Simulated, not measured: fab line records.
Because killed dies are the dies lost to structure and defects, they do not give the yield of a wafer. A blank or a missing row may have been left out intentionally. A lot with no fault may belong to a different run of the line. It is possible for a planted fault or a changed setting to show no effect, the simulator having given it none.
fab line records -- flow sky130
record: lots: 11, wafers: 33, last_day: 50
route steps=708 shown METAL2@502 VIA2@522 METAL3@536 PAD_OPEN@708
lots that met no fault: taken from a fault-free run of the same line
start_h: hours from the record's first day to the start of the lot's first wafer shown -- wait_h: hours elapsed since this lot's preceding step -- " same as the row above -- L1.1+2: one row covering several wafers at once -- - value missing, or start not given -- * or withheld: withheld -- < > ~ a bound
route shown NAME@n: names a module that has steps shown in the file, with the first one's number in the route -- usual: mean and standard deviation over wafers with no fault -- same: alike in all rows -- chamber/n: place in a boat -- sites: each site's reading -- _std_site: how widely they spread, as a standard deviation -- _edge_site: outer sites' mean less inner sites' -- radius_mm: how far each site lies from the wafer's centre -- mask NAME#n: copy n -- behind: the most recent tool/chamber to have shaped the wafer -- hold: reason for holding the lot/hours on hold/outcome of the hold -- device: the n, p or np transistor that did not switch -- end of line: tests of these same wafers at the route's end -- step lacking rows: just its recipe -- killed: not the wafer's yield, but the dies lost to structure and defects at the first sort -- map: a wafer's dies, x killed, . not, _ none there
set.NAME: the setting as run; set.NAME@STEP: as run at that earlier step -- model.NAME: the simulator's own value behind a step, which no gauge read
steps of the route over a sample of lots; a table a step, a row a wafer
services: a tool's chamber out of use, with start hour (start_h, from the record's first day; less than 0 if before it), hours out, and reason
== steps ==
step: SKY_METAL2_METAL_ETCH_19
recipe: target_depth_a: 3600, stop_on: SiO2, over_etch_frac: 0.3, time_s: 78, chemistry: Cl2/BCl3, resist_sidewall_deg: 88, pressure_mtorr: 10, icp_w: 900, bias_w: 48.5, Cl2_flow_sccm: 60, bcl3_flow_sccm: 30
usual: drypump_motor_current_A: 5.8/0.4, mfc_cl2_sccm: 59.96/0.17, oes_product_au: 0.854/0.0054, throttle_valve_pct: 22.264/0.0092
same: time_s: 78
lot.wafer,tool,chamber,start_h,wait_h,drypump_motor_current_A,mfc_cl2_sccm,oes_product_au,rf_hours_counter_h,throttle_valve_pct
L156.4,rie_metal-03,1,821.66,0.1,5.8,60.08,0.854,-,22.267
L156.5,rie_metal-03,0,821.66,0.1,5.6,59.60,0.862,-,22.254
L156.6,rie_metal-03,1,821.66,0.1,5.8,60.35,0.852,-,22.246
L157.4,rie_metal-03,0,829.06,0.1,5.7,59.71,0.854,-,22.268
L157.5,rie_metal-03,1,829.06,0.1,5.8,59.83,0.849,-,22.274
L157.6,rie_metal-03,0,829.06,0.1,5.6,59.59,0.853,-,22.261
L159.1,rie_metal-02,1,847.69,0.0,5.5,59.85,0.847,7,22.264
L159.3,rie_metal-02,1,847.69,0.0,5.5,59.93,0.852,-,22.259
L159.4,rie_metal-02,0,847.69,0.0,5.4,60.10,0.851,-,22.268
L158.1,rie_metal-03,0,848.28,0.0,5.7,59.76,0.860,13,22.271
L158.4,rie_metal-03,1,848.28,0.0,5.8,59.86,0.853,-,22.279
L158.6,rie_metal-03,0,848.28,0.0,5.7,59.95,0.856,-,22.265
L164.3,rie_metal-03,0,895.61,0.1,5.7,60.08,0.853,-,22.262
L164.4,rie_metal-03,0,895.61,0.1,5.7,59.64,0.857,-,22.256
L164.6,rie_metal-03,0,895.61,0.1,5.7,60.07,0.865,-,22.247
L166.2,rie_metal-02,1,898.26,0.0,5.5,60.02,0.850,9,22.270
L166.4,rie_metal-02,1,898.26,0.0,5.5,59.92,0.862,-,22.250
L166.5,rie_metal-02,0,898.26,0.0,5.5,60.08,0.848,-,22.253
L168.3,rie_metal-02,0,921.04,0.1,5.5,60.06,0.854,-,22.260
L168.4,rie_metal-02,1,921.04,0.1,5.5,59.93,0.850,-,22.272
L168.6,rie_metal-02,0,921.04,0.1,5.5,60.00,0.857,-,22.255
L169.3,rie_metal-04,0,924.07,0.1,6.6,59.98,0.850,-,22.265
L169.5,rie_metal-04,0,924.07,0.1,6.6,59.71,0.863,-,22.263
L169.6,rie_metal-04,1,924.07,0.1,5.9,60.22,0.862,-,22.253
L171.4,rie_metal-02,0,931.37,0.1,5.5,59.97,0.856,-,22.259
L171.5,rie_metal-02,1,931.37,0.1,5.5,60.13,0.864,-,22.255
L171.6,rie_metal-02,0,931.37,0.1,5.5,59.84,0.855,-,22.266
L175.1,rie_metal-03,0,967.96,0.0,5.6,60.07,0.859,20,22.262
L175.3,rie_metal-03,0,967.96,0.0,5.7,59.98,0.860,-,22.251
L175.5,rie_metal-03,1,967.96,0.0,5.8,59.72,0.850,-,22.263
L179.1,rie_metal-04,0,1004.14,0.0,6.6,59.91,0.861,15,22.273
L179.2,rie_metal-04,1,1004.14,0.0,5.9,59.94,0.852,3,22.257
L179.4,rie_metal-04,0,1004.14,0.0,6.6,60.01,0.855,-,22.277
step: SKY_VIA2_ETCH_15
recipe: target: SiO2, chemistry: C4F8/O2/Ar, target_depth_nm: 546, stop_on: TiN, mask_material: KrF-thick, source_w: 1500, bias_w: 1200, pressure_mtorr: 40, c4f8_flow_sccm: withheld, O2_flow_sccm: 6, Ar_flow_sccm: 300, time_s: 84
usual: oes_product_au: 0.940/0.0051
same: time_s: 84
lot.wafer,tool,chamber,start_h,wait_h,oes_product_au,rf_hours_counter_h
L156.4,rie_diel-01,1,849.83,0.0,0.938,-
L156.5,rie_diel-01,2,849.83,0.0,0.938,-
L156.6,rie_diel-01,0,849.83,0.0,0.933,-
L157.4,rie_diel-01,0,856.76,0.0,0.947,-
L157.5,rie_diel-01,2,856.76,0.0,0.944,-
L157.6,rie_diel-01,1,856.76,0.0,0.931,-
L159.1,rie_diel-01,0,875.25,0.0,0.947,8
L159.3,rie_diel-01,1,875.25,0.0,0.943,3
L159.4,rie_diel-01,2,875.25,0.0,0.940,22
L158.1,rie_diel-03,0,875.73,0.0,0.942,6
L158.4,rie_diel-03,3,875.73,0.0,0.944,-
L158.6,rie_diel-03,1,875.73,0.0,0.937,-
L164.3,rie_diel-03,0,922.63,0.0,0.935,7
L164.4,rie_diel-03,3,922.63,0.0,0.931,16
L164.6,rie_diel-03,1,922.63,0.0,0.944,-
L166.2,rie_diel-03,2,925.33,0.0,0.942,1
L166.4,rie_diel-03,3,925.33,0.0,0.941,16
L166.5,rie_diel-03,1,925.33,0.0,0.932,-
L168.3,rie_diel-02,0,947.70,0.0,0.936,6
L168.4,rie_diel-02,3,947.70,0.0,0.940,13
L168.6,rie_diel-02,0,947.70,0.0,0.936,-
L169.3,rie_diel-01,0,950.45,0.0,0.936,11
L169.5,rie_diel-01,2,950.45,0.0,0.938,-
L169.6,rie_diel-01,3,950.45,0.0,0.939,-
L171.4,rie_diel-01,1,957.33,0.0,0.944,5
L171.5,rie_diel-01,3,957.33,0.0,0.934,-
L171.6,rie_diel-01,0,957.33,0.0,0.943,-
L175.1,rie_diel-03,0,993.70,0.0,0.944,9
L175.3,rie_diel-03,3,993.70,0.0,0.940,18
L175.5,rie_diel-03,1,993.70,0.0,0.939,-
L179.1,rie_diel-03,1,1028.75,0.0,0.941,6
L179.2,rie_diel-03,0,1028.75,0.0,0.925,10
L179.4,rie_diel-03,2,1028.75,0.0,0.941,4
step: SKY_VIA2_STRIP_16
recipe: chemistry: O2/N2, power_w: 1400, pressure_mtorr: 1500, platen_temp_c: withheld, o2_flow_sccm: 3000, n2_flow_sccm: 300, overash_fraction: 0.5
usual: chamber_pressure_mTorr: 1500.1/1.2, drypump_motor_current_A: 5.78/0.28, oes_product_au: 0.398/0.0046, overash_fraction: 0.5/0, strip_time_to_endpoint_s: 4.051/0.027
lot.wafer,tool,chamber,start_h,wait_h,chamber_pressure_mTorr,drypump_motor_current_A,oes_product_au,overash_fraction,rf_hours_counter_h,strip_time_to_endpoint_s
L156.4,plasma_asher-01,0,849.90,0.0,1502.4,5.58,0.404,0.5,-,4.086
L156.5,plasma_asher-01,1,849.90,0.0,1500.4,5.83,0.399,0.5,-,4.056
L156.6,plasma_asher-01,0,849.90,0.0,1500.8,5.58,0.402,0.5,-,4.112
L157.4,plasma_asher-03,0,856.82,0.0,1500.2,6.12,0.388,0.5,-,4.044
L157.5,plasma_asher-03,1,856.82,0.0,1499.3,5.44,0.399,0.5,-,4.018
L157.6,plasma_asher-03,0,856.82,0.0,1501.9,6.12,0.404,0.5,-,4.052
L159.1,plasma_asher-01,0,875.32,0.0,1500.5,5.58,0.399,0.5,100,4.073
L159.3,plasma_asher-01,0,875.32,0.0,1498.6,5.61,0.393,0.5,-,4.061
L159.4,plasma_asher-01,1,875.32,0.0,1498.3,5.86,0.395,0.5,-,4.051
L158.1,plasma_asher-04,1,875.79,0.0,1500.3,6.09,0.409,0.5,75,4.077
L158.4,plasma_asher-04,1,875.79,0.0,1500.3,6.12,0.399,0.5,-,4.099
L158.6,plasma_asher-04,1,875.79,0.0,1502.5,6.09,0.394,0.5,-,4.076
L164.3,plasma_asher-04,0,922.72,0.1,-,-,-,-,-,-
L164.4,plasma_asher-04,1,922.72,0.1,-,-,-,-,-,-
L164.6,plasma_asher-04,1,922.72,0.1,-,-,-,-,-,-
L166.2,plasma_asher-01,1,925.39,0.0,-,-,-,-,-,-
L166.4,plasma_asher-01,0,925.39,0.0,-,-,-,-,-,-
L166.5,plasma_asher-01,0,925.39,0.0,-,-,-,-,-,-
L168.3,plasma_asher-01,0,947.80,0.1,1500.9,5.61,0.397,0.5,-,4.034
L168.4,plasma_asher-01,1,947.80,0.1,1499.7,5.85,0.401,0.5,-,4.023
L168.6,plasma_asher-01,1,947.80,0.1,1500.0,5.86,0.403,0.5,-,4.029
L169.3,plasma_asher-03,0,950.55,0.1,1499.7,6.12,0.398,0.5,-,4.085
L169.5,plasma_asher-03,0,950.55,0.1,1499.3,6.12,0.399,0.5,-,4.054
L169.6,plasma_asher-03,1,950.55,0.1,1501.7,5.44,0.400,0.5,-,4.063
L171.4,plasma_asher-04,1,957.43,0.1,1499.1,6.10,0.397,0.5,-,4.061
L171.5,plasma_asher-04,1,957.43,0.1,1500.5,6.09,0.390,0.5,-,4.053
L171.6,plasma_asher-04,0,957.43,0.1,1498.9,5.57,0.393,0.5,-,4.049
L175.1,plasma_asher-04,0,993.77,0.0,1499.7,5.58,0.396,0.5,88,4.097
L175.3,plasma_asher-04,1,993.77,0.0,1499.1,6.08,0.397,0.5,-,4.072
L175.5,plasma_asher-04,0,993.77,0.0,1500.3,5.55,0.399,0.5,-,4.062
L179.1,plasma_asher-04,0,1028.82,0.0,1501.8,5.57,0.406,0.5,91,4.055
L179.2,plasma_asher-04,1,1028.82,0.0,1501.9,6.08,0.406,0.5,91,4.072
L179.4,plasma_asher-04,1,1028.82,0.0,1500.4,6.09,0.394,0.5,-,4.045
step: SKY_METAL3_SPUTTER_04
recipe: material: TiN, target_thk_nm: 70, power_w: 6500, time_s: 58.3, chamber_pressure_pa: 0.4
usual: throttle_valve_pct: 29.8/0.7
same: time_s: 58.3
lot.wafer,tool,chamber,start_h,wait_h,throttle_valve_pct
L156.4,pvd_sputter-01,-,851.23,0.0,29.6
L156.5,pvd_sputter-01,-,851.23,0.0,29.4
L156.6,pvd_sputter-01,-,851.23,0.0,30.9
L157.4,pvd_sputter-04,-,858.20,0.0,28.9
L157.5,pvd_sputter-04,-,858.20,0.0,30.3
L157.6,pvd_sputter-04,-,858.20,0.0,30.0
L159.1,pvd_sputter-04,-,876.70,0.0,30.4
L159.3,pvd_sputter-04,-,876.70,0.0,30.3
L159.4,pvd_sputter-04,-,876.70,0.0,29.0
L158.1,pvd_sputter-01,-,877.16,0.0,29.5
L158.4,pvd_sputter-01,-,877.16,0.0,30.6
L158.6,pvd_sputter-01,-,877.16,0.0,30.2
L168.3,pvd_sputter-04,-,949.72,0.0,29.7
L168.4,pvd_sputter-04,-,949.72,0.0,28.7
L168.6,pvd_sputter-04,-,949.72,0.0,30.3
L169.3,pvd_sputter-04,-,952.29,0.0,29.6
L169.5,pvd_sputter-04,-,952.29,0.0,29.9
L169.6,pvd_sputter-04,-,952.29,0.0,29.4
L171.4,pvd_sputter-01,-,958.79,0.0,29.5
L171.5,pvd_sputter-01,-,958.79,0.0,29.3
L171.6,pvd_sputter-01,-,958.79,0.0,30.0
L175.1,pvd_sputter-04,-,995.14,0.0,30.1
L175.3,pvd_sputter-04,-,995.14,0.0,30.2
L175.5,pvd_sputter-04,-,995.14,0.0,29.6
L179.1,pvd_sputter-03,-,1030.19,0.0,31.1
L179.2,pvd_sputter-03,-,1030.19,0.0,30.6
L179.4,pvd_sputter-03,-,1030.19,0.0,28.7
step: SKY_PAD_OPEN_PROBE_99
usual: defect_limited_yield: 82.8/2, killed_at_M0_to_M3: 43/6.4, killed_at_M4_up: 3.1/2, killed_at_contacts: 24/5.2, killed_at_front_end: 15/4.3, killed_at_other: 0.2/0.48, killed_dies: 85/9.7, killed_on_rim: 17/4.2, killed_open: 47/6.9, killed_short: 38/6.7, sort_bin_3_pad_short: 0.9/0.48, sort_bin_5_function: 10.3/1.6, sort_bin_6_memory: 6.1/0.97, sort_n_pass: 407/9.7, sort_yield_pct: 82.8/2
same: gross_dies: 492, killed_at_back_side: 0, sort_bin_4_leakage[%]: 0, sort_bin_8_speed[%]: 0
lot.wafer,tool,chamber,start_h,wait_h,defect_limited_yield[%],killed_at_M0_to_M3,killed_at_M4_up,killed_at_contacts,killed_at_front_end,killed_at_other,killed_dies,killed_on_rim,killed_open,killed_short,sort_bin_3_pad_short[%],sort_bin_5_function[%],sort_bin_6_memory[%],sort_n_pass,sort_yield_pct[%]
L156.4,prober-01,-,1081.21,0.2,83.1,40,0,23,20,0,83,12,41,42,1.8,8.5,6.5,409,83.1
L156.5,prober-01,-,1081.26,0.2,85.4,39,8,15,10,0,72,8,38,34,0.2,10.0,4.5,420,85.4
L156.6,prober-01,-,1081.31,0.2,83.9,35,4,30,10,0,79,25,43,36,1.2,10.0,4.9,413,83.9
L164.3,prober-02,-,1139.14,0.2,0,446,4,25,17,0,492,96,55,26,0,93.3,6.7,0,0
L164.4,prober-02,-,1139.19,0.2,0,442,3,28,19,0,492,96,51,44,1.2,91.5,7.3,0,0
L164.6,prober-02,-,1139.29,0.2,0,458,2,19,12,1,492,96,53,30,1.6,91.5,6.9,0,0
L166.2,prober-01,-,1141.71,0.1,0,446,4,24,18,0,492,96,39,44,0.4,92.7,6.9,0,0
L166.4,prober-01,-,1141.81,0.2,0,460,3,17,12,0,492,96,39,33,1.8,93.5,4.7,0,0
L166.5,prober-01,-,1141.86,0.2,0,444,0,22,24,2,492,96,48,46,1.0,91.3,7.7,0,0
L168.3,prober-02,-,1158.04,0.2,81.5,42,8,24,17,0,91,18,45,46,1.4,10.8,6.3,401,81.5
L168.4,prober-02,-,1158.09,0.2,81.9,52,3,18,14,2,89,22,50,39,0.6,11.6,5.9,403,81.9
L168.6,prober-02,-,1158.19,0.2,81.3,57,5,19,11,0,92,18,55,37,0.6,11.6,6.5,400,81.3
L169.3,prober-01,-,1161.09,0.2,82.7,31,3,30,21,0,85,12,44,41,0.8,10.8,5.7,407,82.7
L169.5,prober-01,-,1161.19,0.2,82.3,42,3,24,17,1,87,16,43,44,0.6,10.2,6.9,405,82.3
L169.6,prober-01,-,1161.24,0.2,81.3,52,1,18,21,0,92,14,47,45,1.6,11.4,5.7,400,81.3
L171.4,prober-01,-,1165.69,0.2,77.6,61,2,29,17,1,110,26,56,54,2.0,13.0,7.3,382,77.6
L171.5,prober-01,-,1165.74,0.2,85.4,34,0,20,18,0,72,19,40,32,0.6,7.1,6.9,420,85.4
L171.6,prober-01,-,1165.79,0.2,81.3,46,4,23,19,0,92,13,60,32,0.6,11.4,6.7,400,81.3
killed by level:class
L156.4 LOCAL_INTERCONNECT:geometric_particle:short=8 METAL1:geometric_particle:short=8 LI_CONTACT:geometric_particle:open=7 VIA2:geometric_particle:open=7 FIELD_ISO:geometric_particle:open=5 POLY_GATE:geometric_particle:short=5 VIA1:geometric_particle:open=5 VIA3:geometric_particle:open=5
L156.5 VIA1:geometric_particle:open=9 VIA1:geometric_particle:short=7 METAL4:geometric_particle:short=6 VIA3:geometric_particle:open=5 VIA2:geometric_particle:open=5 FIELD_ISO:geometric_particle:open=4 CONTACT:geometric_particle:open=4 LI_CONTACT:geometric_particle:short=3
L156.6 VIA1:geometric_particle:open=11 CONTACT:geometric_particle:open=7 LI_CONTACT:geometric_particle:open=6 LOCAL_INTERCONNECT:geometric_particle:short=6 POLY_GATE:geometric_particle:open=5 LI_CONTACT:geometric_particle:short=5 CONTACT:geometric_particle:short=5 METAL2:geometric_particle:short=4
L164.3 VIA2:area_sputter=411 CONTACT:geometric_particle:open=13 VIA1:geometric_particle:open=13 LI_CONTACT:geometric_particle:open=7 FIELD_ISO:geometric_particle:open=6 VIA2:geometric_particle:open=6 METAL2:geometric_particle:short=5 FIELD_ISO:geometric_particle:short=4
L164.4 VIA2:area_sputter=397 VIA1:geometric_particle:open=13 CONTACT:geometric_particle:open=13 METAL2:geometric_particle:short=8 POLY_GATE:geometric_particle:short=7 VIA1:geometric_particle:short=6 LI_CONTACT:geometric_particle:open=6 VIA2:geometric_particle:open=6
L164.6 VIA2:area_sputter=409 VIA1:geometric_particle:open=18 CONTACT:geometric_particle:open=10 VIA1:geometric_particle:short=7 VIA2:geometric_particle:open=7 LI_CONTACT:geometric_particle:open=6 POLY_GATE:geometric_particle:open=5 VIA2:geometric_particle:short=5
L166.2 VIA2:area_sputter=409 LI_CONTACT:geometric_particle:open=8 VIA3:geometric_particle:open=7 VIA1:geometric_particle:short=6 CONTACT:geometric_particle:open=6 VIA1:geometric_particle:open=6 FIELD_ISO:geometric_particle:short=5 LOCAL_INTERCONNECT:geometric_particle:short=5
L166.4 VIA2:area_sputter=420 VIA3:geometric_particle:open=8 CONTACT:geometric_particle:open=7 METAL1:geometric_particle:short=6 VIA1:geometric_particle:open=6 VIA2:geometric_particle:open=5 FIELD_ISO:geometric_particle:open=4 LI_CONTACT:geometric_particle:open=4
L166.5 VIA2:area_sputter=398 VIA1:geometric_particle:open=14 FIELD_ISO:geometric_particle:short=9 CONTACT:geometric_particle:short=7 POLY_GATE:geometric_particle:open=6 METAL2:geometric_particle:short=6 CONTACT:geometric_particle:open=6 LI_CONTACT:geometric_particle:open=5
L168.3 CONTACT:geometric_particle:open=11 VIA1:geometric_particle:open=10 METAL4:geometric_particle:short=7 LI_CONTACT:geometric_particle:open=6 POLY_GATE:geometric_particle:short=5 METAL2:geometric_particle:short=5 VIA2:geometric_particle:open=5 POLY_GATE:geometric_particle:open=4
L168.4 VIA1:geometric_particle:open=14 VIA2:geometric_particle:open=8 LI_CONTACT:geometric_particle:open=7 METAL1:geometric_particle:short=5 METAL2:geometric_particle:short=5 VIA2:geometric_particle:short=5 FIELD_ISO:geometric_particle:short=4 CONTACT:geometric_particle:open=4
L168.6 VIA1:geometric_particle:open=18 VIA2:geometric_particle:open=13 CONTACT:geometric_particle:open=9 VIA1:geometric_particle:short=6 METAL2:geometric_particle:short=5 METAL4:geometric_particle:short=5 LI_CONTACT:geometric_particle:short=4 FIELD_ISO:geometric_particle:open=3
L169.3 CONTACT:geometric_particle:open=10 LI_CONTACT:geometric_particle:open=7 CONTACT:geometric_particle:short=7 VIA1:geometric_particle:open=6 POLY_GATE:geometric_particle:short=6 POLY_GATE:geometric_particle:open=5 LI_CONTACT:geometric_particle:short=4 VIA2:geometric_particle:open=4
L169.5 VIA1:geometric_particle:open=9 LI_CONTACT:geometric_particle:open=8 FIELD_ISO:geometric_particle:short=7 VIA2:geometric_particle:open=7 CONTACT:geometric_particle:open=6 CONTACT:geometric_particle:short=6 VIA1:geometric_particle:short=6 POLY_GATE:geometric_particle:open=5
L169.6 VIA1:geometric_particle:open=10 VIA1:geometric_particle:short=7 METAL2:geometric_particle:short=7 VIA3:geometric_particle:open=6 POLY_GATE:geometric_particle:open=6 CONTACT:geometric_particle:open=6 FIELD_ISO:geometric_particle:open=5 CONTACT:geometric_particle:short=5
L171.4 VIA3:geometric_particle:open=11 VIA1:geometric_particle:open=11 LOCAL_INTERCONNECT:geometric_particle:short=9 VIA3:geometric_particle:short=8 CONTACT:geometric_particle:open=7 METAL3:geometric_particle:short=6 CONTACT:geometric_particle:short=6 FIELD_ISO:geometric_particle:open=5
L171.5 VIA1:geometric_particle:open=8 LI_CONTACT:geometric_particle:open=7 FIELD_ISO:geometric_particle:open=6 POLY_GATE:geometric_particle:short=6 METAL2:geometric_particle:short=6 METAL2:geometric_particle:open=5 LOCAL_INTERCONNECT:geometric_particle:short=4 CONTACT:geometric_particle:open=4
L171.6 VIA1:geometric_particle:open=14 CONTACT:geometric_particle:open=10 VIA2:geometric_particle:open=9 LI_CONTACT:geometric_particle:open=8 VIA3:geometric_particle:open=7 FIELD_ISO:geometric_particle:short=6 FIELD_ISO:geometric_particle:open=4 LOCAL_INTERCONNECT:geometric_particle:short=4
== services ==
tool,chamber,start_h,hours,kind
rie_metal-03,1,807.27,1.1,repair
plasma_asher-01,-,810.23,2.2,repair
rie_metal-02,-,814.68,2.5,repair
rie_metal-04,-,834.16,14.6,pm
rie_diel-01,3,844.14,13.8,repair
pvd_sputter-03,-,844.64,3.2,repair
plasma_asher-03,-,845.12,4.8,repair
pvd_sputter-04,-,846.22,5.2,repair
plasma_asher-01,-,851.62,15.6,pm
rie_metal-04,-,851.75,0.1,repair
rie_metal-04,-,851.94,2.8,pm
rie_diel-01,1,877.12,2.7,repair
rie_diel-02,0,877.67,8.5,repair
pvd_sputter-01,-,879.24,2.2,repair
pvd_sputter-04,-,905.25,12.4,repair
rie_diel-01,3,961.16,3.8,repair
rie_diel-02,3,971.84,2.5,repair
rie_metal-02,-,997.21,1.5,repair
pvd_sputter-01,-,1000.03,7.2,repair
rie_diel-03,2,1004.32,1.4,repair
rie_metal-03,-,1008.56,14.6,pm
rie_diel-03,0,1011.33,5.5,repair
rie_diel-01,-,1014.01,15.6,pm
rie_diel-03,-,1018.14,0.6,repair
== key ==
first_sign: step: SKY_VIA2_STRIP_16, reading: tool_record, direction: missing
effect: step: SKY_PAD_OPEN_PROBE_99, reading: killed_at_M0_to_M3, direction: up, sigmas: 64, usual: 43, struck: 449
more_kills_born_at: SKY_VIA2_SPUTTER_20@pvd_sputter-01: 1227, SKY_VIA2_SPUTTER_20@pvd_sputter-03: 1217
met_at SKY_VIA2_STRIP_16
struck_lots L164,L166
later_rows_left_out L164.3,L164.4,L164.6,L166.2,L166.4,L166.5
not_acting_at SKY_METAL2_METAL_ETCH_19,SKY_VIA2_ETCH_15,SKY_METAL3_SPUTTER_04
onset_between 875.79 922.72
fault: kind: skipped_step_whole, tool: plasma_asher-01,plasma_asher-04, chamber: -, onset_h: 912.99, steps: SKY_VIA2_STRIP_16, scope: struck_lots_only
later_rows_left_out: the simulator's readings of these wafers behind a module that went badly wrong aren't trusted and aren't shown, but for the sort
